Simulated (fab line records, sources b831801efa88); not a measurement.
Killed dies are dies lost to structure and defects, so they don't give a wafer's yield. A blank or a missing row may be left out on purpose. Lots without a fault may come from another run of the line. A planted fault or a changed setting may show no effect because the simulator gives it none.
Which tool did it? | flow gf180mcu | 10 lots, 30 wafers sampled, at 6 steps of a route of 602

WHAT THE GAUGES READ, wafer by wafer
GF_MIM_RS_MEAS_10: measures by four-point-probe.
lot  | measured     | on            | MIM_ALCU_RS (ohm/sq)
L199 | day 25 22:02 | film_metro-01 | 0.1703 0.1663 0.1674
L200 | day 26 03:32 | film_metro-02 | 0.1666 0.1681 0.1696
L201 | day 26 06:49 | film_metro-04 | 0.1701 0.1712 0.1702
L203 | day 26 18:07 | film_metro-02 | 0.1278 0.1267 0.1266
L204 | day 27 05:31 | film_metro-04 | 0.1289 0.1291 0.1273
L211 | day 29 06:40 | film_metro-02 | 0.1672 0.1670 0.1673
L213 | day 30 00:43 | film_metro-02 | 0.1670 0.1663 0.1650
L214 | day 30 07:50 | film_metro-02 | 0.1692 0.1676 0.1672
L217 | day 31 03:37 | film_metro-02 | 0.1669 0.1683 0.1680
L219 | day 31 09:56 | film_metro-04 | 0.1683 0.1686 0.1679

GF_MIM_THK_MEAS_11: measures by xrf.
lot  | measured     | on            | MIM_ALCU_THK (nm)
L199 | day 25 22:09 | film_metro-01 | 188.4 192.5 191.0
L200 | day 26 03:39 | film_metro-02 | 196.4 193.7 191.6
L201 | day 26 06:55 | film_metro-04 | 190.4 189.0 190.0
L203 | day 26 18:14 | film_metro-02 | 252.3 252.5 255.0
L204 | day 27 05:37 | film_metro-04 | 249.2 248.9 251.9
L211 | day 29 06:47 | film_metro-02 | 195.7 194.8 195.2
L213 | day 30 00:50 | film_metro-02 | 195.5 195.8 197.1
L214 | day 30 07:57 | film_metro-02 | 193.1 194.4 196.1
L217 | day 31 03:43 | film_metro-02 | 194.7 193.0 194.5
L219 | day 31 10:02 | film_metro-04 | 193.0 192.0 193.6

WHICH TOOL RAN EACH LOT (tool, then ch and the chambers of the sampled wafers, then the start)
lot  | GF_V4_SPUTTER_21             | GF_V4_SPUTTER_22             | GF_MIM_SPUTTER_00            | GF_MIM_SPUTTER_08
L199 | pvd_sputter-03, day 25 20:37 | pvd_sputter-03, day 25 20:40 | pvd_sputter-04, day 25 21:36 | pvd_sputter-01, day 25 21:58
L200 | pvd_sputter-04, day 26 02:25 | pvd_sputter-04, day 26 02:29 | pvd_sputter-04, day 26 03:07 | pvd_sputter-01, day 26 03:28
L201 | pvd_sputter-02, day 26 05:40 | pvd_sputter-02, day 26 05:43 | pvd_sputter-03, day 26 06:21 | pvd_sputter-01, day 26 06:44
L203 | pvd_sputter-02, day 26 16:59 | pvd_sputter-02, day 26 17:03 | pvd_sputter-03, day 26 17:41 | pvd_sputter-01, day 26 18:02
L204 | pvd_sputter-03, day 27 04:23 | pvd_sputter-03, day 27 04:26 | pvd_sputter-04, day 27 05:04 | pvd_sputter-01, day 27 05:26
L211 | pvd_sputter-02, day 29 05:34 | pvd_sputter-02, day 29 05:38 | pvd_sputter-03, day 29 06:16 | pvd_sputter-04, day 29 06:37
L213 | pvd_sputter-02, day 29 23:36 | pvd_sputter-02, day 29 23:40 | pvd_sputter-04, day 30 00:17 | pvd_sputter-03, day 30 00:39
L214 | pvd_sputter-02, day 30 06:43 | pvd_sputter-02, day 30 06:47 | pvd_sputter-04, day 30 07:25 | pvd_sputter-03, day 30 07:46
L217 | pvd_sputter-03, day 31 02:28 | pvd_sputter-03, day 31 02:32 | pvd_sputter-01, day 31 03:10 | pvd_sputter-04, day 31 03:31
L219 | pvd_sputter-02, day 31 08:43 | pvd_sputter-02, day 31 08:47 | pvd_sputter-04, day 31 09:30 | pvd_sputter-01, day 31 09:52
- GF_V4_SPUTTER_21: material Ti, target thk 15 nm, time 80.02 s.
- GF_V4_SPUTTER_22: material TiN, target thk 10 nm, time 40 s.
- GF_MIM_SPUTTER_00: material Ti, target thk 37.5 nm, time 150 s.
- GF_MIM_SPUTTER_08: material AlCu, target thk 200 nm, time 10.15 s.

WHAT THE TOOLS THEMSELVES READ (means of the sampled wafers that have a number; where no wafer has one, the mark that the record gives instead)
GF_V4_SPUTTER_21.
lot  | tool           | cathode_dc_power_W (W) | throttle_valve_pct (%)
L199 | pvd_sputter-03 | 2500.2                 | 30.6
L200 | pvd_sputter-04 | 2500.0                 | 31.5
L201 | pvd_sputter-02 | 2500.3                 | 30.2
L203 | pvd_sputter-02 | 2499.8                 | 29.2
L204 | pvd_sputter-03 | 2500.1                 | 29.8
L211 | pvd_sputter-02 | 2499.9                 | 29.3
L213 | pvd_sputter-02 | 2500.1                 | 28.8
L214 | pvd_sputter-02 | 2500.2                 | 30.4
L217 | pvd_sputter-03 | 2499.5                 | 30.1
L219 | pvd_sputter-02 | 2500.3                 | 29.5

GF_V4_SPUTTER_22.
lot  | tool           | cathode_dc_power_W (W) | throttle_valve_pct (%)
L199 | pvd_sputter-03 | 3999.8                 | 30.7
L200 | pvd_sputter-04 | 4000.4                 | 31.3
L201 | pvd_sputter-02 | 3999.8                 | 30.2
L203 | pvd_sputter-02 | 4000.0                 | 29.3
L204 | pvd_sputter-03 | 4000.4                 | 30.0
L211 | pvd_sputter-02 | 3999.5                 | 29.4
L213 | pvd_sputter-02 | 3999.7                 | 28.8
L214 | pvd_sputter-02 | 4000.5                 | 30.4
L217 | pvd_sputter-03 | 4000.3                 | 30.0
L219 | pvd_sputter-02 | 3999.8                 | 29.6

GF_MIM_SPUTTER_00.
lot  | tool           | cathode_dc_power_W (W) | throttle_valve_pct (%)
L199 | pvd_sputter-04 | 4000.4                 | 30.5
L200 | pvd_sputter-04 | 3999.9                 | 31.0
L201 | pvd_sputter-03 | 3999.7                 | 30.4
L203 | pvd_sputter-03 | 4000.0                 | 30.1
L204 | pvd_sputter-04 | 3999.6                 | 30.1
L211 | pvd_sputter-03 | 4000.4                 | 30.5
L213 | pvd_sputter-04 | 3999.0                 | 30.7
L214 | pvd_sputter-04 | 4000.4                 | 31.4
L217 | pvd_sputter-01 | 4000.5                 | 31.4
L219 | pvd_sputter-04 | 4000.0                 | 31.2

GF_MIM_SPUTTER_08.
lot  | tool           | cathode_dc_power_W (W) | throttle_valve_pct (%)
L199 | pvd_sputter-01 | 10601                  | 31.2
L200 | pvd_sputter-01 | 10601                  | 31.7
L201 | pvd_sputter-01 | 10600                  | 31.1
L203 | pvd_sputter-01 | 13763                  | 31.4
L204 | pvd_sputter-01 | 13763                  | 31.8
L211 | pvd_sputter-04 | 10601                  | 31.6
L213 | pvd_sputter-03 | 10601                  | 30.6
L214 | pvd_sputter-03 | 10598                  | 30.8
L217 | pvd_sputter-04 | 10599                  | 30.6
L219 | pvd_sputter-01 | 10600                  | 31.4

THE ANSWER, worked out from the rows above alone
Rule: what is usual is taken from the lots themselves. Put in order of their means at a reading, lots are off if they are a third of the lots or fewer, leave a main group of 4 or more, and stand apart from it by a gap of 3 or more times the standard deviation of the main group's means; of several such gaps the widest counts. A main group whose means are all the same, to the digits that the tables above print for the reading, isn't used. A lot without any number at a reading at which 4 lots or more have one is off too. The other lots that the step has rows for count as sound. The gauges are gone through in route order, then the tools' own readings, and for those a lot's mean is taken as printed above. The first step at which some lot is off is used, and at that step the reading that is off furthest; a lot without a number counts as furthest.
Off: L203, L204, at GF_MIM_RS_MEAS_10 (MIM_ALCU_RS). The main group: mean 0.1680 ohm/sq, standard deviation 0.0012.
A tool fits if, at a process step before that reading, it ran every lot that is off, and no sound lot after the first of them. The gauges at GF_MIM_RS_MEAS_10 aren't tried: what is off there is off at GF_MIM_SPUTTER_08 too, on other tools, and a gauge's error can't cause that. None of those tried fits.

WHAT THE SIMULATOR HAD PUT IN
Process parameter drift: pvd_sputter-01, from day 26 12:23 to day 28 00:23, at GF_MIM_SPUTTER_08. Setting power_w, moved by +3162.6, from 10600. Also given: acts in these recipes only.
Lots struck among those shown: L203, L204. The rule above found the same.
